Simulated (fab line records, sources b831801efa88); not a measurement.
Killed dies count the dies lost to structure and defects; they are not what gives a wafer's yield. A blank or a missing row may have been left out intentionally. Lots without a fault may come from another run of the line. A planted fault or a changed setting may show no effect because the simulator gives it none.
What tool caused it? | flow sky130 | 18 wafers from 6 lots sampled at 2 of the route's 708 steps

## WHAT EACH GAUGE READ, for each wafer
SKY_FIELD_ISO_THK_MEAS_02.
lot  | measured    | on            | FIELD_ISO_OXIDATION_00_THK (nm)
L964 | day 1 16:39 | film-metro-01 | 12.10 11.84 12.12
L967 | day 2 07:49 | film-metro-04 | 11.94 12.01 12.08
L970 | day 3 03:33 | film-metro-04 | 19.49 19.45 19.65
L978 | day 4 15:34 | film-metro-01 | 12.06 11.98 12.18
L980 | day 5 01:11 | film-metro-04 | 12.37 12.11 12.21
L984 | day 5 21:26 | film-metro-01 | 11.98 12.09 11.84

## TOOL THAT RAN EACH LOT (tool first, then ch and the chambers of the sampled wafers, then the start)
lot  | SKY_FIELD_ISO_OXIDATION_01
L964 | furnace-01 ch 0, day 1 15:08
L967 | furnace-02 ch 0, day 2 06:17
L970 | furnace-01 ch 0, day 2 23:08
L978 | furnace-01 ch 0, day 4 14:04
L980 | furnace-01 ch 0, day 4 23:40
L984 | furnace-01 ch 0, day 5 19:54
- SKY_FIELD_ISO_OXIDATION_01: stabilise 600 s, purge 300 s, target thk 12 nm.

## THE ANSWER, worked out from the rows above alone
Rule: usual is defined by the lots themselves. The widest of any qualifying gaps counts: lots, ordered by their means at a reading, are off when they make up no more than a third of the lots, leave a main group of 4 or more, and stand apart from it by 3 or more times the standard deviation of that group's means. If all means in a main group match to the digits the tables above print for the reading, that group is not used. A lot without any number at a reading at which 4 lots or more have one is off too. The other lots that the step has rows for count as sound.
Off: L970, seen at SKY_FIELD_ISO_THK_MEAS_02 (FIELD_ISO_OXIDATION_00_THK). The main group: mean 12.06 nm, standard deviation 0.091.
If a tool, at a process step before that reading, ran all the lots that are off and no sound lot after the first of them, it fits. The gauges at SKY_FIELD_ISO_THK_MEAS_02 are tried like those tools. Of those tried, none fits.

## WHAT WAS PUT IN BY THE SIMULATOR
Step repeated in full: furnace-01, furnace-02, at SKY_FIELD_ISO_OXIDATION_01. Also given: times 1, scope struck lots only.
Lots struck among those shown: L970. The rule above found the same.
